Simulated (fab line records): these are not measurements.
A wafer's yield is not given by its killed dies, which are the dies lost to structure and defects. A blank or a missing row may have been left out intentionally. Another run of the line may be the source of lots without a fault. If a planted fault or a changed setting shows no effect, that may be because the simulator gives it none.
A lot that was struck, set against a sound lot | flow sky130 | 36 steps out of a route of 708
Sound: wafers L812.2, L812.3, L812.5. The struck wafers were L802.2, L802.4, L802.5. The cause is named last.
Order at every step that has rows: each side's tool, ch and its chambers, its first start. Under that, the readings that differ: sound wafers | struck wafers | difference of the means | sigmas: that difference in standard deviations of wafers without a fault.
alike: words and numbers the same on both sides, and readings whose means are apart by under 2 such deviations; not compared: readings that were withheld, readings missing a value for some wafer, numbers with overlapping values and no deviation given by the record, and bounds like >300 which may hide the same value.
Wherever a step has rows on one side only, a row that says differs or no value, or a row with sigmas, the two part there. Non-overlapping numbers with no deviation appear without sigmas and do not part them. A reading missing from all wafers of one side parts the sides only when that side holds two or more wafers.

first, 10 steps without rows for these wafers: SKY_POLY_CUT_ETCH_10 (etches BARC in N2/H2, stops on SiO2, time 45.9 s, target depth 60 nm); SKY_POLY_CUT_ETCH_11 (etches Si3N4 in CF4/CH2F2/Ar, stops on poly-Si, time 42.5 s, target depth 60 nm); SKY_POLY_CUT_STRIP_12 (strips in O2/N2); SKY_SD_P_DEHYDRATE_00 (time 60 s); SKY_SD_P_HMDS_01 (prime time 60 s); SKY_SD_P_COAT_02 (resist thk 1140 nm); SKY_SD_P_SOFTBAKE_03 (time 60 s); SKY_SD_P_EXPOSE_04 (exposes mask PSDM, target cd 380 nm); SKY_SD_P_PEB_05; SKY_SD_P_DEVELOP_06 (develop time 60 s).
SKY_SD_P_IMPLANT_09:
  sound on implanter-01 ch 0, day 33 02:30; struck on implanter-01 ch 0, day 30 01:22
SKY_SD_P_STRIP_10: strips in O2/N2.
  sound on plasmaAsher-01 ch 0, day 33 02:38; struck on plasmaAsher-04 ch 0,1, day 30 01:29
reading                  | sound             | struck            | difference | sigmas
drypumpMotorCurrentA (A) | 6.6 6.6 6.6       | 5.3 5.0 5.3       | -1.4       | -2
oesProductAu (a.u.)      | 0.619 0.615 0.617 | 0.592 0.592 0.582 | -0.028     | -6
stripTimeToEndpointS (s) | 17.51 17.48 17.44 | 18.93 18.95 18.96 | +1.47      | +38
  alike: o2FlowSccm
  not compared: rfHoursCounterH
SKY_SD_P_TW_MEAS_11:
  sound on filmMetro-03, day 33 02:44; struck on filmMetro-03, day 30 01:36
reading | sound          | struck         | difference | sigmas
SD_P_TW | 2835 2827 2842 | 3133 3119 3127 | +292       | +11
then, 21 steps without rows for these wafers: SKY_RES_XHIGH_DEHYDRATE_00 (time 60 s); SKY_RES_XHIGH_HMDS_01 (prime time 60 s); SKY_RES_XHIGH_COAT_02 (resist thk 1140 nm); SKY_RES_XHIGH_SOFTBAKE_03 (time 60 s); SKY_RES_XHIGH_EXPOSE_04 (exposes mask URPM, target cd 1270 nm); SKY_RES_XHIGH_PEB_05; SKY_RES_XHIGH_DEVELOP_06 (develop time 60 s); SKY_RES_XHIGH_IMPLANT_07; SKY_RES_XHIGH_STRIP_08 (strips in O2/N2); SKY_SD_N_DEHYDRATE_00 (time 60 s); SKY_SD_N_HMDS_01 (prime time 60 s); SKY_SD_N_COAT_02 (resist thk 1140 nm); SKY_SD_N_SOFTBAKE_03 (time 60 s); SKY_SD_N_EXPOSE_04 (exposes mask NSDM, target cd 380 nm); SKY_SD_N_PEB_05; SKY_SD_N_DEVELOP_06 (develop time 60 s); SKY_SD_N_IMPLANT_09; SKY_SD_N_IMPLANT_10; SKY_SD_N_STRIP_11 (strips in O2/N2); SKY_SD_N_CLEAN_13 (cleans in SC1/SC2, time 150 s); SKY_SD_N_RTA_14 (time 2 s).
-- the record jumps here: 2 days lie between the struck wafers' starts before and after --
SKY_SD_N_RS_MEAS_17: the measuring method here is four-point-probe.
  sound on filmMetro-03, day 35 08:17; struck on filmMetro-01, day 32 09:15
reading          | sound             | struck            | difference | sigmas
SD_P_RS (ohm/sq) | 147.1 146.7 146.9 | 138.4 138.2 138.4 | -8.6       | -28
-- a jump in the record: the struck wafers' starts before and after are 17 days apart (it breaks off in module SD_N and resumes in module PAD_OPEN, where the first step shown is number 708 of the route) --
SKY_PAD_OPEN_PROBE_99:
  sound on prober-01, day 50 21:06; struck on prober-01, day 48 23:46
reading                         | sound             | struck            | difference | sigmas
model.etest.resPdiff.lineOhmUm  | 1357 1379 1381    | 1164 1177 1181    | -198       | 
model.etest.resHighPo.lineOhmUm | 747.5 750.9 728   | 530.4 539.8 525.9 | -210.1     | 
model.etest.liconHighPo.rcOhm   | 365.6 344.5 347.4 | 199.9 202.2 200.9 | -151.5     | 
model.etest.liconPdiff.rcOhm    | 609.9 595.1 577.9 | 465.9 469.6 468.9 | -126.2     | 
model.etest.resHighPo.rsOhmSq   | 264.1 261.8 255.4 | 183.7 187.7 185.8 | -74.7      | 
model.etest.resPdiffHv.rsOhmSq  | 192.6 193.3 193.1 | 159.3 159.5 159.8 | -33.5      | 
model.etest.resPdiff.rsOhmSq    | 201.8 199.4 201   | 165.4 166.3 166.6 | -34.6      | 
  alike: killed_at_M0_to_M3, killed_at_M4_up, killedAtContacts, killedAtFrontEnd, killedAtOther, killedDies, killedOpen, killedShort
  not compared: model.etest.pfetG5v0d10v5.rOnOhmUm

== WHERE THEY PART ==
First at SKY_SD_P_STRIP_10; last, within this record, at SKY_SD_N_RS_MEAS_17. Later steps at which nothing parts them and some readings are alike: SKY_PAD_OPEN_PROBE_99.

WHY: what the simulator had put in
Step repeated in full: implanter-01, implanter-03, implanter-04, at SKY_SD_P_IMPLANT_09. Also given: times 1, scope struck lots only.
